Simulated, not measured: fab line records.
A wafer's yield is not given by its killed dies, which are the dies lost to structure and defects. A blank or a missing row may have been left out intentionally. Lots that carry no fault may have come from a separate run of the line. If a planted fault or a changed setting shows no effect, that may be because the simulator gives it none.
fab line records + flow sky130
[record]
- lots = 14
- wafers = 42
- lastDay = 50
route steps=708 shown SD_P@329
lots that met no fault: from a run of the same line without faults
startH: hours from the record's first day to the start of the lot's first wafer shown + waitH: hours from the lot's prior step to this one + " identical to the entry in the row above + L1.1+2: one row covering several wafers at once + - either no value or no given start + * or withheld: withheld + < > ~ a bound
route shown NAME@n: NAME is a module with steps in the file, n the number in the route of the first one + usual: mean/standard deviation of fault-free wafers + same: alike in all rows + chamber/n: place in a boat + sites: the reading at each site + _std_site: standard deviation across them + _edge_site: outer sites' mean less inner sites' + radiusMm: for every site, how far away it sits from the centre of the wafer + mask NAME#n: copy n + behind: the tool/chamber that last shaped the wafer + hold: why the lot was held/for how many hours/how that ended + device: the transistor (n, p or np) that didn't switch + end of line: the same wafers' tests at the end of the route + a step given without rows: its recipe and nothing more + killed: not the wafer's yield, but the dies lost to structure and defects at the first sort + map: per-die view of a wafer (x killed, . not killed, _ where there is no die)
set.NAME: the setting that was run; set.NAME@STEP: the one run at that earlier step + model.NAME: the simulator's own value behind a step, which no gauge read
a sample of lots followed through the steps of the route, with each step as a table and each wafer as a row
services: when a tool's chamber went out of use (startH, in hours from the record's first day, below 0 if earlier), for how many hours, and the reason
[[steps]]
[step SKY_SD_P_IMPLANT_09]
[recipe]
- species = BF2
- energyKev = 20
- doseCm2 = 3e+15
- tiltDeg = 0
[usual]
- doseIonsCm2 = 2.9999e+15/2.9e+12
| lot.wafer | tool         | chamber | startH | waitH | doseIonsCm2 |
|-----------|--------------|---------|--------|-------|-------------|
| L174.1    | implanter-02 | 0       | 591.63 | 0.0   | 2.9967e+15  |
| L174.3    | "            | 0       | "      | "     | 3.003e+15   |
| L174.6    | "            | 0       | "      | "     | 3.0009e+15  |
| L175.2    | implanter-02 | 0       | 600.47 | 0.0   | 2.9966e+15  |
| L175.3    | "            | 0       | "      | "     | 2.999e+15   |
| L175.4    | "            | 0       | "      | "     | 3e+15       |
| L176.1    | implanter-01 | 0       | 607.98 | 0.0   | 3.0008e+15  |
| L176.2    | "            | 0       | "      | "     | 2.9973e+15  |
| L176.3    | "            | 0       | "      | "     | 2.9977e+15  |
| L180.3    | implanter-02 | 0       | 634.59 | 0.1   | 3.1661e+15  |
| L180.4    | "            | 0       | "      | "     | 3.1672e+15  |
| L180.5    | "            | 0       | "      | "     | 3.164e+15   |
| L181.3    | implanter-02 | 0       | 665.94 | 0.1   | 3.1671e+15  |
| L181.5    | "            | 0       | "      | "     | 3.1749e+15  |
| L181.6    | "            | 0       | "      | "     | 3.1732e+15  |
| L189.1    | implanter-01 | 0       | 714.34 | 0.0   | 3.0014e+15  |
| L189.4    | "            | 0       | "      | "     | 3.0007e+15  |
| L189.6    | "            | 0       | "      | "     | 3.0021e+15  |
| L190.1    | implanter-01 | 0       | 725.04 | 0.2   | 2.9978e+15  |
| L190.4    | "            | 0       | "      | "     | 3.0025e+15  |
| L190.6    | "            | 0       | "      | "     | 2.9982e+15  |
| L191.1    | implanter-01 | 0       | 725.78 | 0.0   | 2.9984e+15  |
| L191.5    | "            | 0       | "      | "     | 3.0002e+15  |
| L191.6    | "            | 0       | "      | "     | 3.0017e+15  |
| L192.4    | implanter-01 | 0       | 727.92 | 0.1   | 3.0016e+15  |
| L192.5    | "            | 0       | "      | "     | 2.9974e+15  |
| L192.6    | "            | 0       | "      | "     | 2.996e+15   |
| L193.1    | implanter-01 | 0       | 740.44 | 0.0   | 2.9999e+15  |
| L193.2    | "            | 0       | "      | "     | 2.9998e+15  |
| L193.6    | "            | 0       | "      | "     | 2.9984e+15  |
| L194.1    | implanter-04 | 0       | 747.04 | 0.0   | 3.0078e+15  |
| L194.2    | "            | 0       | "      | "     | 3.0032e+15  |
| L194.5    | "            | 0       | "      | "     | 3.0048e+15  |
| L195.3    | implanter-01 | 0       | 754.73 | 0.1   | 2.9961e+15  |
| L195.4    | "            | 0       | "      | "     | 3.0027e+15  |
| L195.6    | "            | 0       | "      | "     | 3.0027e+15  |
| L196.2    | implanter-04 | 0       | 772.32 | 0.0   | 2.995e+15   |
| L196.3    | "            | 0       | "      | "     | 2.9988e+15  |
| L196.5    | "            | 0       | "      | "     | 3.0036e+15  |
| L197.1    | implanter-04 | 0       | 776.79 | 0.0   | 3.0015e+15  |
| L197.2    | "            | 0       | "      | "     | 3.0005e+15  |
| L197.3    | "            | 0       | "      | "     | 3.0005e+15  |
[step SKY_SD_P_STRIP_10]
[recipe]
- chemistry = O2/N2
- powerW = 1400
- pressureMtorr = 1500
- platenTempC = withheld
- o2FlowSccm = 3000
- n2FlowSccm = 300
- overashFraction = 0.5
[usual]
- drypumpMotorCurrentA = 6.0/0.4
- o2FlowSccm = 3001/8.8
- oesProductAu = 0.618/0.0048
- stripTimeToEndpointS = 17.49/0.036
| lot.wafer | tool           | chamber | startH | waitH | drypumpMotorCurrentA | o2FlowSccm | oesProductAu | rfHoursCounterH | stripTimeToEndpointS |
|-----------|----------------|---------|--------|-------|----------------------|------------|--------------|-----------------|----------------------|
| L174.1    | plasmaAsher-02 | 1       | 591.93 | 0.2   | 5.9                  | 2992       | 0.613        | 16              | 17.47                |
| L174.3    | "              | 0       | "      | "     | 5.6                  | 3004       | 0.621        | -               | 17.47                |
| L174.6    | "              | 1       | "      | "     | 5.8                  | 3011       | 0.613        | -               | 17.51                |
| L175.2    | plasmaAsher-01 | 1       | 600.59 | 0.1   | 6.2                  | 2998       | 0.619        | 50              | 17.43                |
| L175.3    | "              | 0       | "      | "     | 5.5                  | 2984       | 0.615        | -               | 17.49                |
| L175.4    | "              | 1       | "      | "     | 6.1                  | 3010       | 0.620        | -               | 17.46                |
| L176.1    | plasmaAsher-04 | 1       | 608.13 | 0.1   | 6.7                  | 3007       | 0.617        | 93              | 17.52                |
| L176.2    | "              | 0       | "      | "     | 6.2                  | 3001       | 0.618        | 93              | 17.52                |
| L176.3    | "              | 0       | "      | "     | 6.2                  | 3009       | 0.614        | -               | 17.52                |
| L180.3    | plasmaAsher-01 | 0       | 634.73 | 0.1   | 5.6                  | 3002       | 0.613        | -               | 17.66                |
| L180.4    | "              | 1       | "      | "     | 6.2                  | 3008       | 0.617        | -               | 17.63                |
| L180.5    | "              | 1       | "      | "     | 6.2                  | 3017       | 0.624        | -               | 17.66                |
| L181.3    | plasmaAsher-04 | 1       | 666.08 | 0.1   | 6.7                  | 3003       | 0.622        | -               | 17.63                |
| L181.5    | "              | 1       | "      | "     | 6.7                  | 2998       | 0.612        | -               | 17.63                |
| L181.6    | "              | 0       | "      | "     | 6.2                  | 2993       | 0.614        | -               | 17.62                |
| L189.1    | plasmaAsher-01 | 0       | 714.49 | 0.1   | 5.5                  | 3004       | 0.621        | 61              | 17.46                |
| L189.4    | "              | 1       | "      | "     | 6.1                  | 3006       | 0.621        | -               | 17.49                |
| L189.6    | "              | 1       | "      | "     | 6.2                  | 3002       | 0.616        | -               | 17.50                |
| L190.1    | plasmaAsher-01 | 1       | 725.19 | 0.1   | 6.1                  | 2990       | 0.617        | 62              | 17.46                |
| L190.4    | "              | 0       | "      | "     | 5.5                  | 3008       | 0.613        | -               | 17.48                |
| L190.6    | "              | 1       | "      | "     | 6.1                  | 3008       | 0.628        | -               | 17.46                |
| L191.1    | plasmaAsher-02 | 1       | 725.93 | 0.1   | 5.9                  | 3006       | 0.614        | 29              | 17.47                |
| L191.5    | "              | 0       | "      | "     | 5.6                  | 3003       | 0.614        | -               | 17.48                |
| L191.6    | "              | 1       | "      | "     | 5.8                  | 3001       | 0.617        | -               | 17.41                |
| L192.4    | plasmaAsher-02 | 1       | 728.02 | 0.1   | 5.9                  | 3023       | 0.637        | -               | 17.49                |
| L192.5    | "              | 1       | "      | "     | 5.8                  | 3008       | 0.613        | -               | 17.48                |
| L192.6    | "              | 0       | "      | "     | 5.6                  | 2990       | 0.623        | -               | 17.51                |
| L193.1    | plasmaAsher-01 | 0       | 740.59 | 0.1   | 5.5                  | 3001       | 0.614        | 64              | 17.50                |
| L193.2    | "              | 1       | "      | "     | 6.1                  | 2993       | 0.609        | 64              | 17.50                |
| L193.6    | "              | 1       | "      | "     | 6.1                  | 2997       | 0.617        | -               | 17.48                |
| L194.1    | plasmaAsher-01 | 0       | 747.19 | 0.1   | 5.5                  | 2994       | 0.617        | 65              | 17.48                |
| L194.2    | "              | 1       | "      | "     | 6.1                  | 3006       | 0.615        | 65              | 17.46                |
| L194.5    | "              | 1       | "      | "     | 6.2                  | 2997       | 0.622        | -               | 17.50                |
| L195.3    | plasmaAsher-04 | 1       | 754.86 | 0.1   | 6.7                  | 2989       | 0.626        | -               | 17.52                |
| L195.4    | "              | 0       | "      | "     | 6.2                  | 2996       | 0.614        | -               | 17.53                |
| L195.6    | "              | 1       | "      | "     | 6.7                  | 2984       | 0.621        | -               | 17.58                |
| L196.2    | plasmaAsher-02 | 0       | 772.44 | 0.1   | 5.6                  | 2986       | 0.610        | 34              | 17.55                |
| L196.3    | "              | 0       | "      | "     | 5.6                  | 3000       | 0.619        | -               | 17.57                |
| L196.5    | "              | 0       | "      | "     | 5.6                  | 2998       | 0.618        | -               | 17.55                |
| L197.1    | plasmaAsher-01 | 1       | 776.94 | 0.1   | 6.1                  | 2998       | 0.613        | 68              | 17.44                |
| L197.2    | "              | 0       | "      | "     | 5.5                  | 3001       | 0.622        | 68              | 17.46                |
| L197.3    | "              | 1       | "      | "     | 6.1                  | 3014       | 0.614        | -               | 17.48                |
[[services]]
| tool           | chamber | startH | hours | kind      |
|----------------|---------|--------|-------|-----------|
| plasmaAsher-02 | -       | 575.01 | 9.5   | repair    |
| plasmaAsher-04 | -       | 604.98 | 2.0   | repair    |
| implanter-01   | -       | 622.01 | 5.2   | repair    |
| implanter-04   | -       | 627.07 | 92.0  | pm        |
| plasmaAsher-01 | -       | 652.71 | 3.1   | repair    |
| implanter-02   | -       | 685.81 | 1.9   | repair    |
| implanter-02   | -       | 698.83 | 74.9  | pm        |
| implanter-01   | -       | 719.58 | 1.9   | repair    |
| plasmaAsher-04 | -       | 733.75 | 9.0   | pm        |
| plasmaAsher-04 | 0       | 733.75 | 9.0   | ventCycle |
| plasmaAsher-04 | 1       | 733.75 | 9.0   | ventCycle |
| plasmaAsher-04 | 0       | 742.75 | -     | clean     |
| plasmaAsher-04 | 1       | 742.75 | -     | clean     |
| plasmaAsher-04 | -       | 747.05 | 6.3   | pm        |
| implanter-04   | -       | 751.55 | 1.4   | repair    |
[[key]]
[firstSign]
- step = SKY_SD_P_IMPLANT_09
- reading = doseIonsCm2
- direction = up
- sigmas = 58
- usual = *
- struck = *
[effect]
- step = SKY_SD_P_STRIP_10
- reading = stripTimeToEndpointS
- direction = up
- sigmas = 4.2
- usual = *
- struck = *
metAt SKY_SD_P_IMPLANT_09
struckLots L180,L181
testerLeftOut L180,L181
onsetBetween 600.47 634.59
[fault]
- kind = processParameterDrift
- tool = implanter-02
- chamber = -
- onsetH = 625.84
- steps = SKY_SD_P_IMPLANT_09
- channel = doseCm2
- offset = *
- shape = step
- endH = 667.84
- actsIn = *
- stated = *
// testerLeftOut: of these lots the tester's yield and bins aren't shown, on N5 and GAA mostly nor the transistor test; their killed dies are dies lost to structure and defects alone, not to doping, threshold or leakage, so they don't give the yield
